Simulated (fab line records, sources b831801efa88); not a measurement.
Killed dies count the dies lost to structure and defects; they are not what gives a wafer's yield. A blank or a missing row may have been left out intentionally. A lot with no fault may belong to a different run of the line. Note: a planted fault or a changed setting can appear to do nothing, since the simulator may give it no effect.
Comparing a struck lot with a sound one    flow gf180mcu    32 steps out of a route of 602
Sound: the wafers L842.1, L842.2, L842.6. Wafers struck: L844.2, L844.3, L844.6. The cause is named last.
Each step with rows lists, per side, the tool, then ch with its chambers, then its first start. Under that, the readings that differ: sound wafers    struck wafers    difference of the means    sigmas: that difference in standard deviations of wafers without a fault.
alike: readings whose means differ by less than 2 such deviations, and words and numbers that are the same on both sides. not compared: withheld readings, readings that some wafer has no value for, bounds like >300 that may hide the same value, and numbers for which the record gives no deviation and whose values overlap.
Wherever a step has rows on one side only, a row that says differs or no value, or a row with sigmas, the two part there. Numbers that have no deviation but don't overlap get no sigmas and don't part them. A reading missing from all wafers of one side parts the sides only when that side holds two or more wafers.

GF_HV_LDD_TW_MEAS_23:
  sound on film metro-01 at day 12 02:28; struck on film metro-04 at day 12 12:50
  alike: HV_LDD_2_TW
then, 7 steps without rows for these wafers: GF_HV_LDD_DEHYDRATE_24 (time 60 s); GF_HV_LDD_HMDS_25 (prime time 60 s); GF_HV_LDD_COAT_26 (resist thk 1000 nm); GF_HV_LDD_SOFTBAKE_27 (time 60 s); GF_HV_LDD_EXPOSE_28 (exposes mask Nplus HV AREA, target cd 400 nm); GF_HV_LDD_PEB_29; GF_HV_LDD_DEVELOP_30 (develop time 60 s).
GF_HV_LDD_CD_MEAS_31 targets a cd of 400 nm.
  sound on cd sem-02 at day 12 21:52; struck on cd sem-02 at day 13 09:08
  alike: cd nm
GF_HV_LDD_OVL_MEAS_32:
  sound on overlay-01 at day 12 21:59; struck on overlay-01 at day 13 09:14
  alike: HV_LDD_02_OVL
then, 2 steps without rows for these wafers: GF_HV_LDD_IMPLANT_33; GF_HV_LDD_IMPLANT_34.
GF_HV_LDD_IMPLANT_35:
  sound on implanter-02 ch 0, day 12 22:19; struck on implanter-04, day 13 09:35
  no value came back on the struck wafers for beam energy keV, beam on s (s); on the sound wafers beam energy keV reads 60.011 59.989 60.005
next, for these wafers, 1 step has no rows: GF_HV_LDD_IMPLANT_36.
GF_HV_LDD_STRIP_37: strips in O2/N2.
  sound on plasma asher-02 ch 0,1, day 12 22:37; struck on plasma asher-02 ch 1, day 13 09:52
  alike: chamber pressure mTorr, drypump motor current A, heater power w, oes product au, strip time to endpoint s
  not compared: rf hours counter h
GF_HV_LDD_TW_MEAS_38:
  sound on film metro-03 at day 12 22:43; struck on film metro-03 at day 13 09:58
reading      sound           struck          difference  sigmas
HV_LDD_3_TW  1421 1413 1416  1293 1298 1291  -123        -13
then, 7 steps without rows for these wafers: GF_HV_LDD_DEHYDRATE_39 (time 60 s); GF_HV_LDD_HMDS_40 (prime time 60 s); GF_HV_LDD_COAT_41 (resist thk 1000 nm); GF_HV_LDD_SOFTBAKE_42 (time 60 s); GF_HV_LDD_EXPOSE_43 (exposes mask Pplus HV AREA, target cd 400 nm); GF_HV_LDD_PEB_44; GF_HV_LDD_DEVELOP_45 (develop time 60 s).
GF_HV_LDD_CD_MEAS_46 targets a cd of 400 nm.
  sound on cd sem-02 at day 13 18:52; struck on cd sem-02 at day 14 06:32
  alike: cd nm
GF_HV_LDD_OVL_MEAS_47:
  sound on overlay-02 at day 13 18:59; struck on overlay-02 at day 14 06:38
  alike: HV_LDD_03_OVL
next, for these wafers, 1 step has no rows: GF_HV_LDD_IMPLANT_48.
GF_HV_LDD_STRIP_49: strips in O2/N2.
  sound on plasma asher-02 ch 0,1, day 13 19:10; struck on plasma asher-03 ch 0,1, day 14 06:49
  alike: chamber pressure mTorr, drypump motor current A, heater power w, oes product au, strip time to endpoint s
  not compared: rf hours counter h
GF_HV_LDD_TW_MEAS_50:
  sound on film metro-03 at day 13 19:16; struck on film metro-03 at day 14 06:55
  alike: HV_LDD_4_TW
then, 1 step without rows for these wafers: GF_HV_LDD_CLEAN_51 (cleans in SC1/SC2, time 150 s).
GF_HV_LDD_RTA_52: time 10 s.
  sound on rtp anneal-01 ch 0, day 13 19:22; struck on rtp anneal-01 ch 0, day 14 07:02
  alike: lamp power pct, wafer_temp_C_max
GF_HV_LDD_RS_MEAS_53: measurement is done with a four-point probe.
  sound on film metro-04 at day 13 19:26; struck on film metro-04 at day 14 07:07
reading             sound              struck             difference  sigmas
HV_LDD_RS (ohm/sq)  416.8 416.9 417.7  439.4 439.5 439.4  +22.3       +25
then, 1 step without rows for these wafers: GF_HV_LDD_CVD_54 (deposits SiO2 from TEOS, target thk 10 nm, time 75 s).

WHERE THEY PART
Earliest at GF_HV_LDD_IMPLANT_35; latest, in this record, at GF_HV_LDD_RS_MEAS_53.

WHY: what had been put in by the simulator
At GF_HV_LDD_IMPLANT_35, the step was skipped entirely on implanter-04 from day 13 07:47 on. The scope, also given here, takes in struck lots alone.
